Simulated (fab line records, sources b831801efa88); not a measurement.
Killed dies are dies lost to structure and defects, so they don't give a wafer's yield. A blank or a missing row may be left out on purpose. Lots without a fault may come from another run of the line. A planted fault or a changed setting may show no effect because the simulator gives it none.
A struck lot beside a sound one | flow sky130 | 34 steps out of a route of 708
Sound: wafers L317.2, L317.4, L317.5. Struck: wafer L303.4. (L303.1, L303.3 of the same lot were not struck and are left out.) The cause comes at the end.
At each step with rows: each side's tool, then ch and its chambers, then its first start. Under that, the readings that differ: sound wafers | struck wafers | difference of the means | sigmas: that difference in standard deviations of wafers without a fault.
alike: readings whose means differ by less than 2 such deviations, and words and numbers that are the same on both sides. not compared: withheld readings, readings that some wafer has no value for, bounds like >300 that may hide the same value, and numbers for which the record gives no deviation and whose values overlap.
The two part at a step that has a row with sigmas, a row that says differs or no value, or rows on one side only. Numbers that don't overlap but have no deviation are shown without sigmas and don't part them. A reading that every wafer of one side lacks parts them only if that side has two wafers or more.

first, 9 steps without rows for these wafers: SKY_METAL2_DEVELOP_14 (develop time 60 s); SKY_METAL2_DESCUM_17 (chemistry O2, time 8 s); SKY_METAL2_ETCH_18 (etches BARC in N2/H2, stops on SiO2, time 45.9 s, target depth 60 nm); SKY_METAL2_METAL_ETCH_19 (etches the open film in Cl2/BCl3, stops on SiO2, target depth 360 nm, time 78 s); SKY_METAL2_STRIP_20 (strips in O2/N2); SKY_METAL2_STRIP_21 (strips in post etch residue remover, time 1200 s); SKY_METAL2_CLEAN_22 (cleans in IPA, time 180 s); SKY_METAL2_CLEAN_23 (cleans in O3/DIW); SKY_VIA2_HDPCVD_00 (deposits SiO2, target thk 1180 nm, time 196.7 s).
SKY_VIA2_CMP_02: polishes SiO2.
  sound on cmp-02 ch 0,2,3, day 41 18:59; struck on cmp-02 ch 2, day 37 09:26
  alike: motor_current_A
then, 23 steps without rows for these wafers: SKY_VIA2_DEHYDRATE_04 (time 60 s); SKY_VIA2_HMDS_05 (prime time 60 s); SKY_VIA2_COAT_06 (resist thk 60 nm); SKY_VIA2_COAT_07 (resist thk 450 nm); SKY_VIA2_SOFTBAKE_08 (time 90 s); SKY_VIA2_EXPOSE_09 (exposes mask VIM2, target cd 200 nm); SKY_VIA2_PEB_10; SKY_VIA2_DEVELOP_11 (develop time 60 s); SKY_VIA2_ETCH_14 (etches BARC in N2/H2, stops on SiO2, time 45.9 s, target depth 60 nm); SKY_VIA2_ETCH_15 (etches SiO2 in C4F8/O2/Ar, stops on TiN, target depth 546 nm, time 84 s); SKY_VIA2_STRIP_16 (strips in O2/N2); SKY_VIA2_STRIP_17 (strips in post etch residue remover, time 1200 s); SKY_VIA2_CLEAN_18 (cleans in IPA, time 180 s); SKY_VIA2_CLEAN_19 (cleans in O3/DIW); SKY_VIA2_SPUTTER_20 (material TiN, target thk 20 nm, time 80 s); SKY_VIA2_CVD_21 (deposits W, target thk 420 nm, time 126.4 s); SKY_VIA2_CMP_24 (polishes, stops on SiO2, t overpolish 20 s, target thk 0 nm); SKY_METAL3_SPUTTER_00 (material Ti, target thk 15 nm, time 10 s); SKY_METAL3_SPUTTER_01 (material TiN, target thk 20 nm, time 16.7 s); SKY_METAL3_SPUTTER_02 (material AlCu, target thk 735 nm, time 39.1 s); SKY_METAL3_SPUTTER_03 (material Ti, target thk 5 nm, time 3.3 s); SKY_METAL3_SPUTTER_04 (material TiN, target thk 70 nm, time 58.3 s); SKY_CAPM_CVD_00 (deposits SiO2, target thk 15.5 nm).
-- the record jumps here: 10 days lie between the struck wafers' starts before and after (it left off in module CAPM and takes up again in module PAD_OPEN, whose first step shown is number 708 of the route) --
SKY_PAD_OPEN_PROBE_99:
  sound on prober-02, day 50 16:53; struck on prober-02, day 47 10:43
  reading                               | sound             | struck                   | difference                   | sigmas
  hold                                  | - - -             | await_dispo/7.0h/release | no value on the sound wafers |
  defect_limited_yield (%)              | 82.1 84.8 83.9    | 50.6                     | -33.0                        | -18
  killed_at_M0_to_M3                    | 49 30 35          | 206                      | +168                         | +22
  killed_at_other                       | 2 2 1             | 0                        | -2                           | -3
  killed_dies                           | 88 75 79          | 243                      | +162                         | +18
  killed_on_rim                         | 15 13 20          | 44                       | +28                          | +8
  sort_bin_3_pad_short (%)              | 1.8 1.4 1.0       | 3.5                      | +2.1                         | +5
  sort_bin_5_function (%)               | 10.6 8.5 9.8      | 30.5                     | +20.9                        | +14
  sort_bin_6_memory (%)                 | 5.5 5.3 5.3       | 15.4                     | +10.0                        | +10
  sort_n_pass                           | 404 417 413       | 249                      | -162                         | -18
  sort_yield_pct (%)                    | 82.1 84.8 83.9    | 50.6                     | -33.0                        | -18
  model.etest.tester.sort_n_pass        | 404 417 413       | 249                      | -162                         |
  model.etest.tester.sort_yield_pct (%) | 82.11 84.76 83.94 | 50.61                    | -32.99                       |
  model.etest.tester.sort_bin_5_pct (%) | 10.57 8.537 9.756 | 30.49                    | +20.87                       |
  model.etest.tester.sort_bin_6_pct (%) | 5.488 5.285 5.285 | 15.45                    | +10.10                       |
  model.etest.tester.sort_bin_3_pct (%) | 1.829 1.423 1.016 | 3.455                    | +2.032                       |
  alike: killed_at_M4_up, killed_at_contacts, killed_at_front_end, killed_open, killed_short

WHERE THEY PART
Only at SKY_PAD_OPEN_PROBE_99, within this record.

WHY: what the simulator had put in
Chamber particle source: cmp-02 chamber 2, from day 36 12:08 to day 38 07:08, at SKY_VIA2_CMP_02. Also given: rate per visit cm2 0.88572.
